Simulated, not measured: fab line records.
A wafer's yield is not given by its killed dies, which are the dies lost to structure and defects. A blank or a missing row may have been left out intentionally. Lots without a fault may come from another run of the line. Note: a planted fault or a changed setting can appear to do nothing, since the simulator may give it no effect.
fab line records + flow sfq-line
[record]
- lots = 14
- wafers = 40
- last-day = 94
route steps=325 shown I0@44 M4@158 R5@223 M6@263
lots that met no fault: from a run of the same line without faults
start-h: hours from the record's opening day to when the first of the lot's shown wafers began + wait-h: hours elapsed since this lot's preceding step + " as in the row above + L1.1+2: one row covering several wafers at once + - value missing, or start not given + * or withheld: withheld + < > ~ a bound
route shown NAME@n: NAME is a module with steps in the file, n the number in the route of the first one + usual: mean/standard deviation of fault-free wafers + same: alike in all rows + chamber/n: place in a boat + sites: per-site readings + _std_site: the values' standard deviation + _edge_site: the outer-site mean with the inner-site mean subtracted + radius-mm: how far each site lies from the wafer's centre + mask NAME#n: copy n + behind: the last tool/chamber to shape the wafer + hold: what put the lot on hold/how long, in hours/how the hold closed + device: names the non-switching transistor (n, p or np) + end of line: the tests these same wafers got at the end of their route + a step without rows: its recipe alone + killed: not the wafer's yield, but the dies lost to structure and defects at the first sort + map: a wafer's dies, x killed, . not, _ none there
set.NAME: the run value of the setting; set.NAME@STEP: its run value at that earlier step + model.NAME: the simulator's own value behind a step, which no gauge read
the route's steps for a sample of lots (tables are steps, rows are wafers)
services: a tool's chamber out of use, with start hour (start-h, from the record's first day; less than 0 if before it), hours out, and reason
[[steps]]
[step SFQ_TRILAYER_I0_CMP_CMP_028]
[recipe]
- material = SiO2
- down-force-psi = 3
- platen-rpm = 60
- pad-velocity-m-s = 0.94248
[usual]
- head-pressure-psi = 3.000/0.0067
- motor-current-A = 10.0/0.75
- time-to-endpoint-s = 208/8.8
| lot.wafer | tool   | chamber | start-h | wait-h | head-pressure-psi | motor-current-A | time-to-endpoint-s |
|-----------|--------|---------|---------|--------|-------------------|-----------------|--------------------|
| L788.1    | cmp-01 | 2       | 154.92  | 1.7    | 2.995             | 10.9            | 200                |
| L788.5    | "      | 0       | 155.92  | 2.7    | 3.000             | 10.8            | 221                |
| L788.6    | "      | 1       | "       | "      | 3.007             | 9.8             | 205                |
| L789.2    | cmp-01 | 3       | 163.42  | 5.4    | 3.006             | 9.4             | 213                |
| L789.1    | "      | 1       | 164.42  | 6.4    | 2.999             | 9.9             | 206                |
| L789.6    | "      | 3       | 165.42  | 7.4    | 3.002             | 9.7             | 213                |
| L790.3    | cmp-02 | 2       | 178.15  | 9.2    | 2.997             | 9.4             | 207                |
| L790.4    | "      | 0       | 179.15  | 10.2   | 3.006             | 11.2            | 200                |
| L790.6    | "      | 2       | 180.15  | 11.2   | 3.008             | 9.1             | 209                |
| L791.4    | cmp-01 | 1       | 186.92  | 9.7    | 3.007             | 9.9             | 217                |
| L791.3    | "      | 2       | "       | "      | 2.993             | 10.0            | 220                |
| L791.1    | "      | 3       | "       | "      | 2.996             | 9.5             | 212                |
| L792.2    | cmp-01 | 1       | 189.92  | 9.1    | 2.992             | 10.1            | 211                |
| L792.4    | "      | 3       | 190.92  | 10.1   | 3.007             | 9.3             | 211                |
| L792.5    | "      | 2       | 192.42  | 11.6   | 2.988             | 10.8            | 216                |
| L793.2    | cmp-02 | 0       | 199.65  | 10.5   | 3.001             | 11.1            | 188                |
| L793.1    | "      | 1       | "       | "      | 3.002             | 9.0             | 196                |
| L793.3    | "      | 2       | "       | "      | 2.990             | 9.1             | 209                |
| L794.3    | cmp-02 | 0       | 205.15  | 9.9    | 2.993             | 10.9            | 199                |
| L794.4    | "      | 2       | 206.15  | 10.8   | 3.001             | 9.2             | 218                |
| L794.2    | "      | 3       | "       | "      | 3.011             | 10.2            | 211                |
| L795.3    | cmp-02 | 1       | 208.15  | 7.3    | 3.005             | 10.1            | 213                |
| L795.2    | "      | 2       | "       | "      | 2.999             | 8.8             | 211                |
| L795.5    | "      | 1       | 210.15  | 9.2    | 3.006             | 9.5             | 210                |
| L796.4    | cmp-01 | 2       | 214.42  | 6.7    | 2.994             | 10.3            | 226                |
| L796.1    | "      | 3       | "       | "      | 3.001             | 9.7             | 219                |
| L796.6    | "      | 2       | 216.42  | 8.7    | 3.000             | 10.9            | 223                |
| L797.2    | cmp-02 | 1       | 217.65  | 7.2    | 3.001             | 9.2             | 203                |
| L797.5    | "      | 0       | 219.15  | 8.7    | 3.004             | 10.4            | 206                |
| L797.6    | "      | 1       | "       | "      | 3.003             | 9.7             | 210                |
| L798.2    | cmp-02 | 3       | 224.65  | 4.1    | 2.992             | 9.8             | 222                |
| L798.6    | "      | 1       | 225.65  | 5.1    | 3.010             | 9.8             | 238                |
| L799.4    | cmp-02 | 1       | 232.15  | 4.1    | 2.994             | 9.5             | 208                |
| L799.2    | "      | 3       | 233.15  | 5.2    | 2.998             | 10.1            | 208                |
| L800.2    | cmp-02 | 1       | 239.65  | 9.3    | 3.001             | 9.5             | 222                |
| L800.5    | "      | 0       | 241.15  | 10.7   | 3.005             | 11.0            | 204                |
| L800.6    | "      | 1       | "       | "      | 3.008             | 9.6             | 228                |
| L811.1    | cmp-02 | 1       | 296.08  | 2.3    | 2.994             | 9.6             | 197                |
| L811.4    | "      | 2       | "       | "      | 3.001             | 8.9             | 210                |
| L811.2    | "      | 3       | "       | "      | 2.993             | 10.2            | 203                |
[step SFQ_TRILAYER_I0_METRO_MEASURE_029]
[usual]
- thk-nm = 199.2/1.3
| lot.wafer | tool          | chamber | start-h | wait-h | thk-nm |
|-----------|---------------|---------|---------|--------|--------|
| L788.1    | film-metro-03 | -       | 157.04  | 0.1    | 199.9  |
| L788.5    | "             | -       | "       | "      | 199.9  |
| L788.6    | "             | -       | "       | "      | 198.5  |
| L789.1    | film-metro-03 | -       | 166.04  | 0.1    | 199.0  |
| L789.2    | "             | -       | "       | "      | 199.4  |
| L789.6    | "             | -       | "       | "      | 199.2  |
| L790.3    | film-metro-03 | -       | 181.67  | 0.5    | 200.1  |
| L790.4    | "             | -       | "       | "      | 198.4  |
| L790.6    | "             | -       | "       | "      | 201.1  |
| L791.1    | film-metro-04 | -       | 190.04  | 0.1    | 199.0  |
| L791.3    | "             | -       | "       | "      | 198.9  |
| L791.4    | "             | -       | "       | "      | 199.8  |
| L792.2    | film-metro-04 | -       | 193.24  | 0.3    | 200.0  |
| L792.4    | "             | -       | "       | "      | 198.3  |
| L792.5    | "             | -       | "       | "      | 198.9  |
| L793.1    | film-metro-03 | -       | 202.27  | 0.1    | 199.2  |
| L793.2    | "             | -       | "       | "      | 197.7  |
| L793.3    | "             | -       | "       | "      | 199.8  |
| L794.2    | film-metro-03 | -       | 208.47  | 0.3    | 199.5  |
| L794.3    | "             | -       | "       | "      | 196.9  |
| L794.4    | "             | -       | "       | "      | 198.9  |
| L795.2    | film-metro-04 | -       | 211.47  | 0.3    | 199.8  |
| L795.3    | "             | -       | "       | "      | 199.6  |
| L795.5    | "             | -       | "       | "      | 200.8  |
| L796.1    | film-metro-03 | -       | 217.04  | 0.1    | 200.1  |
| L796.4    | "             | -       | "       | "      | 200.4  |
| L796.6    | "             | -       | "       | "      | 200.7  |
| L797.2    | film-metro-03 | -       | 220.47  | 0.3    | 198.2  |
| L797.5    | "             | -       | "       | "      | 197.3  |
| L797.6    | "             | -       | "       | "      | 199.1  |
| L798.2    | film-metro-04 | -       | 226.47  | 0.3    | 179.4  |
| L798.6    | "             | -       | "       | "      | 179.5  |
| L799.2    | film-metro-03 | -       | 235.47  | 0.3    | 177.5  |
| L799.4    | "             | -       | "       | "      | 197.2  |
| L800.2    | film-metro-04 | -       | 242.47  | 0.3    | 180.5  |
| L800.5    | "             | -       | "       | "      | 197.5  |
| L800.6    | "             | -       | "       | "      | 179.6  |
| L811.1    | film-metro-04 | -       | 299.20  | 0.1    | 198.1  |
| L811.2    | "             | -       | "       | "      | 198.3  |
| L811.4    | "             | -       | "       | "      | 198.6  |
[step SFQ_TRILAYER_I0_VIA_ETCH_VIA_ETCH_034]
[recipe]
- target = SiO2
- stop-on = Nb
- mask-material = PR
- taper-deg = 20
- chemistry = CHF3
- target-depth-nm = 260
- source-w = 500
- bias-w = 80
- pressure-mtorr = 30
- time-s = withheld
[usual]
- bias-w = 80.00/0.26
- drypump-motor-current-A = 5.8/0.34
- oes-product-au = 0.853/0.0051
| lot.wafer | tool        | chamber | start-h | wait-h | bias-w | drypump-motor-current-A | oes-product-au |
|-----------|-------------|---------|---------|--------|--------|-------------------------|----------------|
| L788.1    | rie-diel-02 | 1       | 199.78  | 0.0    | 79.55  | 6.1                     | 0.855          |
| L788.5    | "           | 3       | "       | "      | 79.57  | 5.9                     | 0.858          |
| L788.6    | "           | 0       | "       | "      | 79.86  | 5.5                     | 0.846          |
| L789.1    | rie-diel-02 | 0       | 206.98  | 0.0    | 79.95  | 5.5                     | 0.848          |
| L789.2    | "           | 3       | "       | "      | 80.02  | 5.9                     | 0.850          |
| L789.6    | "           | 1       | "       | "      | 80.43  | 6.1                     | 0.851          |
| L790.3    | rie-diel-03 | 0       | 219.36  | 0.0    | 80.19  | 6.2                     | 0.855          |
| L790.4    | "           | 3       | "       | "      | 80.01  | 5.0                     | 0.851          |
| L790.6    | "           | 3       | "       | "      | 80.27  | 5.0                     | 0.847          |
| L791.1    | rie-diel-02 | 0       | 227.38  | 0.0    | 79.78  | 5.5                     | 0.859          |
| L791.3    | "           | 1       | "       | "      | 80.09  | 6.1                     | 0.847          |
| L791.4    | "           | 3       | "       | "      | 80.41  | 5.9                     | 0.862          |
| L792.2    | rie-diel-04 | 0       | 229.78  | 0.0    | 80.89  | 5.0                     | 0.852          |
| L792.4    | "           | 2       | "       | "      | 79.77  | 5.5                     | 0.855          |
| L792.5    | "           | 2       | "       | "      | 79.88  | 5.5                     | 0.849          |
| L793.1    | rie-diel-02 | 2       | 243.08  | 0.0    | 79.79  | 5.8                     | 0.854          |
| L793.2    | "           | 1       | "       | "      | 79.90  | 6.1                     | 0.847          |
| L793.3    | "           | 0       | "       | "      | 79.72  | 5.6                     | 0.856          |
| L794.2    | rie-diel-02 | 2       | 247.88  | 0.0    | 80.04  | 5.9                     | 0.845          |
| L794.3    | "           | 1       | "       | "      | 80.17  | 6.1                     | 0.850          |
| L794.4    | "           | 3       | "       | "      | 79.59  | 5.8                     | 0.852          |
| L795.2    | rie-diel-04 | 2       | 250.59  | 0.0    | 80.07  | 5.5                     | 0.855          |
| L795.3    | "           | 3       | "       | "      | 79.92  | 6.3                     | 0.856          |
| L795.5    | "           | 2       | "       | "      | 80.48  | 5.5                     | 0.861          |
| L796.1    | rie-diel-03 | 1       | 256.29  | 0.0    | 80.48  | 5.8                     | 0.852          |
| L796.4    | "           | 3       | "       | "      | 79.98  | 5.0                     | 0.855          |
| L796.6    | "           | 2       | "       | "      | 79.75  | 5.7                     | 0.862          |
| L797.2    | rie-diel-02 | 2       | 261.08  | 0.0    | 79.79  | 5.8                     | 0.854          |
| L797.5    | "           | 1       | "       | "      | 79.78  | 6.1                     | 0.855          |
| L797.6    | "           | 2       | "       | "      | 79.99  | 5.9                     | 0.846          |
| L798.2    | rie-diel-03 | 3       | 265.88  | 0.0    | 80.13  | 5.0                     | 0.803          |
| L798.6    | "           | 0       | "       | "      | 80.06  | 6.2                     | 0.818          |
| L799.2    | rie-diel-03 | 2       | 274.28  | 0.0    | 80.50  | 5.7                     | 0.804          |
| L799.4    | "           | 1       | "       | "      | 79.74  | 5.8                     | 0.845          |
| L800.2    | rie-diel-03 | 3       | 279.08  | 0.0    | 79.98  | 5.0                     | 0.810          |
| L800.5    | "           | 2       | "       | "      | 79.80  | 5.7                     | 0.851          |
| L800.6    | "           | 1       | "       | "      | 80.33  | 5.8                     | 0.806          |
| L811.1    | rie-diel-02 | 2       | 343.18  | 0.0    | 79.93  | 5.8                     | 0.848          |
| L811.2    | "           | 0       | "       | "      | 80.03  | 5.5                     | 0.851          |
| L811.4    | "           | 1       | "       | "      | 80.54  | 6.1                     | 0.856          |
[step SFQ_M4_OVL_MEAS_926]
[usual]
- M4_OVL = 1/4.7
| lot.wafer | tool       | chamber | start-h | wait-h | M4_OVL[nm] |
|-----------|------------|---------|---------|--------|------------|
| L788.1    | overlay-01 | -       | 971.10  | 0.1    | 1          |
| L788.5    | "          | -       | "       | "      | 1          |
| L788.6    | "          | -       | "       | "      | 6          |
| L789.1    | overlay-02 | -       | 981.91  | 0.1    | 6          |
| L789.2    | "          | -       | "       | "      | 7          |
| L789.6    | "          | -       | "       | "      | 0          |
| L790.3    | overlay-01 | -       | 1004.72 | 0.1    | 1          |
| L790.4    | "          | -       | "       | "      | 3          |
| L790.6    | "          | -       | "       | "      | 2          |
| L791.1    | overlay-02 | -       | 1023.92 | 0.1    | 0          |
| L791.3    | "          | -       | "       | "      | -3         |
| L791.4    | "          | -       | "       | "      | -6         |
| L792.2    | overlay-01 | -       | 1031.32 | 0.1    | 2          |
| L792.4    | "          | -       | "       | "      | 0          |
| L792.5    | "          | -       | "       | "      | 9          |
| L793.1    | overlay-01 | -       | 1052.97 | 0.1    | 6          |
| L793.2    | "          | -       | "       | "      | -2         |
| L793.3    | "          | -       | "       | "      | -1         |
| L794.2    | overlay-01 | -       | 1072.35 | 0.1    | 2          |
| L794.3    | "          | -       | "       | "      | 7          |
| L794.4    | "          | -       | "       | "      | 2          |
| L795.2    | overlay-01 | -       | 1220.45 | 0.1    | 8          |
| L795.3    | "          | -       | "       | "      | 14         |
| L795.5    | "          | -       | "       | "      | 8          |
| L796.1    | overlay-01 | -       | 1227.65 | 0.1    | 6          |
| L796.4    | "          | -       | "       | "      | 9          |
| L796.6    | "          | -       | "       | "      | 16         |
| L797.2    | overlay-02 | -       | 1233.65 | 0.1    | -3         |
| L797.5    | "          | -       | "       | "      | 1          |
| L797.6    | "          | -       | "       | "      | -2         |
| L798.2    | overlay-01 | -       | 1247.42 | 0.1    | 8          |
| L798.6    | "          | -       | "       | "      | 7          |
| L799.2    | overlay-01 | -       | 1259.42 | 0.1    | -3         |
| L799.4    | "          | -       | "       | "      | 0          |
| L800.2    | overlay-02 | -       | 1264.22 | 0.1    | -5         |
| L800.5    | "          | -       | "       | "      | 3          |
| L800.6    | "          | -       | "       | "      | 0          |
| L811.1    | overlay-01 | -       | 1279.82 | 0.1    | -1         |
| L811.2    | "          | -       | "       | "      | 1          |
| L811.4    | "          | -       | "       | "      | 0          |
[step SFQ_R5_OVL_MEAS_935]
[usual]
- R5_OVL = -3/6.8
| lot.wafer | tool       | chamber | start-h | wait-h | R5_OVL[nm] |
|-----------|------------|---------|---------|--------|------------|
| L788.1    | overlay-02 | -       | 1392.06 | 0.1    | -8         |
| L788.5    | "          | -       | "       | "      | -12        |
| L788.6    | "          | -       | "       | "      | -6         |
| L789.1    | overlay-01 | -       | 1426.07 | 0.1    | 6          |
| L789.2    | "          | -       | "       | "      | -6         |
| L789.6    | "          | -       | "       | "      | -2         |
| L790.3    | overlay-01 | -       | 1427.28 | 0.1    | -10        |
| L790.4    | "          | -       | "       | "      | -4         |
| L790.6    | "          | -       | "       | "      | 0          |
| L791.1    | overlay-02 | -       | 1431.78 | 0.1    | -10        |
| L791.3    | "          | -       | "       | "      | -6         |
| L791.4    | "          | -       | "       | "      | -6         |
| L792.2    | overlay-02 | -       | 1441.39 | 0.1    | 1          |
| L792.4    | "          | -       | "       | "      | 4          |
| L792.5    | "          | -       | "       | "      | 11         |
| L793.1    | overlay-01 | -       | 1466.92 | 0.1    | 5          |
| L793.2    | "          | -       | "       | "      | 2          |
| L793.3    | "          | -       | "       | "      | 1          |
| L794.2    | overlay-02 | -       | 1470.24 | 0.1    | 1          |
| L794.3    | "          | -       | "       | "      | -1         |
| L794.4    | "          | -       | "       | "      | 3          |
| L795.2    | overlay-01 | -       | 1487.99 | 0.1    | 15         |
| L795.3    | "          | -       | "       | "      | 6          |
| L795.5    | "          | -       | "       | "      | 3          |
| L796.1    | overlay-01 | -       | 1491.05 | 0.1    | 5          |
| L796.4    | "          | -       | "       | "      | 0          |
| L796.6    | "          | -       | "       | "      | 3          |
| L797.2    | overlay-01 | -       | 1608.50 | 0.1    | -11        |
| L797.5    | "          | -       | "       | "      | 0          |
| L797.6    | "          | -       | "       | "      | -12        |
| L798.2    | overlay-02 | -       | 1627.08 | 0.1    | 0          |
| L798.6    | "          | -       | "       | "      | -1         |
| L799.2    | overlay-02 | -       | 1629.48 | 0.1    | -14        |
| L799.4    | "          | -       | "       | "      | -14        |
| L800.2    | overlay-02 | -       | 1630.68 | 0.1    | -3         |
| L800.5    | "          | -       | "       | "      | -9         |
| L800.6    | "          | -       | "       | "      | -3         |
| L811.1    | overlay-02 | -       | 1651.67 | 0.1    | -4         |
| L811.2    | "          | -       | "       | "      | -5         |
| L811.4    | "          | -       | "       | "      | 1          |
[step SFQ_TRILAYER_M6_ETCH_METAL_ETCH_162]
[recipe]
- target = Nb
- stop-on = SiO2
- mask-material = PR
- chemistry = Cl2/Ar
- target-depth-nm = 240
- icp-w = 600
- bias-w = 80
- pressure-mtorr = 10
- time-s = 120
[usual]
- bias-w = 80.00/0.24
- drypump-motor-current-A = 5.9/0.52
- oes-product-au = 0.894/0.0083
| lot.wafer | tool         | chamber | start-h | wait-h | bias-w | drypump-motor-current-A | oes-product-au | rf-hours-counter-h |
|-----------|--------------|---------|---------|--------|--------|-------------------------|----------------|--------------------|
| L788.1    | rie-metal-03 | 1       | 1711.76 | 0.0    | 79.62  | 6.5                     | 0.892          | 115                |
| L788.5    | "            | 1       | "       | "      | 80.05  | 6.5                     | 0.882          | -                  |
| L788.6    | "            | 0       | "       | "      | 80.08  | 5.1                     | 0.884          | -                  |
| L789.1    | rie-metal-03 | 1       | 1769.66 | 0.0    | 80.10  | 6.5                     | 0.898          | 121                |
| L789.2    | "            | 0       | "       | "      | 79.81  | 5.1                     | 0.894          | 101                |
| L789.6    | "            | 1       | "       | "      | 79.48  | 6.5                     | 0.894          | -                  |
| L790.3    | rie-metal-04 | 1       | 1772.11 | 0.1    | 80.00  | 5.7                     | 0.891          | -                  |
| L790.4    | "            | 0       | "       | "      | 79.82  | 6.2                     | 0.895          | -                  |
| L790.6    | "            | 0       | "       | "      | 79.64  | 6.1                     | 0.907          | -                  |
| L791.1    | rie-metal-02 | 1       | 1779.39 | 0.0    | 79.97  | 5.8                     | 0.912          | 110                |
| L791.3    | "            | 1       | "       | "      | 79.65  | 5.8                     | 0.904          | -                  |
| L791.4    | "            | 0       | "       | "      | 79.50  | 6.3                     | 0.898          | -                  |
| L792.2    | rie-metal-03 | 0       | 1780.59 | 0.0    | 79.95  | 5.1                     | 0.911          | 102                |
| L792.4    | "            | 0       | "       | "      | 80.07  | 5.0                     | 0.905          | -                  |
| L792.5    | "            | 0       | "       | "      | 80.24  | 5.0                     | 0.907          | -                  |
| L793.1    | rie-metal-04 | 0       | 1781.85 | 0.1    | 80.46  | 6.2                     | 0.894          | 58                 |
| L793.2    | "            | 0       | "       | "      | 80.19  | 6.2                     | 0.897          | -                  |
| L793.3    | "            | 0       | "       | "      | 80.35  | 6.2                     | 0.900          | -                  |
| L794.2    | rie-metal-02 | 1       | 1784.19 | 0.0    | 80.21  | 5.9                     | 0.903          | 110                |
| L794.3    | "            | 1       | "       | "      | 79.89  | 5.9                     | 0.898          | -                  |
| L794.4    | "            | 0       | "       | "      | 79.85  | 6.3                     | 0.901          | -                  |
| L795.2    | rie-metal-03 | 0       | 1785.39 | 0.0    | 79.95  | 5.1                     | 0.907          | 103                |
| L795.3    | "            | 1       | "       | "      | 79.90  | 6.5                     | 0.887          | -                  |
| L795.5    | "            | 1       | "       | "      | 79.95  | 6.5                     | 0.894          | -                  |
| L796.1    | rie-metal-04 | 0       | 1786.65 | 0.1    | 80.04  | 6.2                     | 0.888          | 59                 |
| L796.4    | "            | 0       | "       | "      | 79.79  | 6.2                     | 0.895          | -                  |
| L796.6    | "            | 0       | "       | "      | 79.85  | 6.2                     | 0.886          | -                  |
| L797.2    | rie-metal-04 | 1       | 1824.02 | 0.1    | 80.30  | 5.7                     | 0.900          | -                  |
| L797.5    | "            | 1       | "       | "      | 80.55  | 5.7                     | 0.894          | -                  |
| L797.6    | "            | 1       | "       | "      | 79.92  | 5.7                     | 0.907          | -                  |
| L798.2    | rie-metal-03 | 0       | 1846.95 | 0.0    | 80.00  | 5.1                     | 0.897          | 109                |
| L798.6    | "            | 1       | "       | "      | 80.15  | 6.5                     | 0.888          | -                  |
| L799.2    | rie-metal-04 | 1       | 1852.95 | 0.0    | 79.86  | 5.7                     | 0.884          | 12                 |
| L799.4    | "            | 1       | "       | "      | 80.22  | 5.7                     | 0.897          | -                  |
| L800.2    | rie-metal-03 | 0       | 1854.27 | 0.0    | 79.79  | 5.1                     | 0.890          | 110                |
| L800.5    | "            | 1       | "       | "      | 79.97  | 6.5                     | 0.890          | -                  |
| L800.6    | "            | 0       | "       | "      | 79.32  | 5.1                     | 0.887          | -                  |
| L811.1    | rie-metal-02 | 0       | 1973.75 | 0.1    | 80.13  | 6.3                     | 0.908          | 119                |
| L811.2    | "            | 0       | "       | "      | 80.42  | 6.3                     | 0.895          | -                  |
| L811.4    | "            | 0       | "       | "      | 80.20  | 6.3                     | 0.876          | -                  |
[[services]]
| tool   | chamber | start-h | hours | kind   |
|--------|---------|---------|-------|--------|
| cmp-02 | -       | 154.15  | 7.8   | repair |
| cmp-02 | -       | 164.97  | 7.2   | pm     |
| cmp-02 | -       | 235.15  | 4.0   | pm     |
| cmp-02 | -       | 307.54  | 1.6   | repair |
| cmp-02 | -       | 342.64  | 0.8   | repair |
| cmp-02 | -       | 472.02  | 0.9   | repair |
| cmp-02 | -       | 484.76  | 0.8   | repair |
| cmp-02 | -       | 522.94  | 4.5   | pm     |
| cmp-02 | -       | 533.43  | 7.7   | pm     |
| cmp-02 | -       | 570.50  | 4.9   | repair |
| cmp-02 | -       | 575.44  | 4.0   | pm     |
| cmp-02 | -       | 607.71  | 11.1  | pm     |
| cmp-02 | -       | 620.09  | 1.0   | repair |
| cmp-02 | -       | 642.92  | 2.0   | repair |
| cmp-02 | -       | 847.40  | 2.1   | repair |
| cmp-02 | -       | 901.09  | 5.6   | pm     |
| cmp-02 | -       | 911.76  | 2.4   | repair |
| cmp-02 | -       | 917.20  | 4.0   | pm     |
| cmp-02 | -       | 1066.06 | 1.3   | repair |
| cmp-02 | -       | 1169.54 | 5.6   | pm     |
| cmp-02 | -       | 1259.08 | 4.0   | pm     |
| cmp-02 | -       | 1311.59 | 1.0   | repair |
| cmp-02 | -       | 1350.97 | 1.1   | repair |
| cmp-02 | -       | 1413.42 | 2.4   | repair |
[[key]]
[first-sign]
- step = SFQ_TRILAYER_I0_CMP_CMP_028
- reading = time-to-endpoint-s
- direction = up
- sigmas = 1.7
- usual = *
- struck = *
[effect]
- step = SFQ_TRILAYER_I0_METRO_MEASURE_029
- reading = thk-nm
- direction = down
- sigmas = 16
- usual = 199.2
- struck = 179.3
[effect]
- step = SFQ_TRILAYER_I0_VIA_ETCH_VIA_ETCH_034
- reading = oes-product-au
- direction = down
- sigmas = 8.7
- usual = 0.853
- struck = 0.808
met-at SFQ_TRILAYER_I0_CMP_CMP_028
struck-lots L798,L799,L800
struck-wafers L798.2,L798.6,L799.2,L800.2,L800.6
not-acting-at SFQ_M4_OVL_MEAS_926,SFQ_R5_OVL_MEAS_935,SFQ_TRILAYER_M6_ETCH_METAL_ETCH_162
onset-between 217.65 224.65
[fault]
- kind = process-parameter-drift
- tool = cmp-02
- chamber = -
- onset-h = 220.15
- steps = SFQ_TRILAYER_I0_CMP_CMP_028
- channel = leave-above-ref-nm
- offset = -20
- shape = step
- end-h = 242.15
- scope = struck-wafers-only
- acts-in = these-recipes-only
- stated = 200
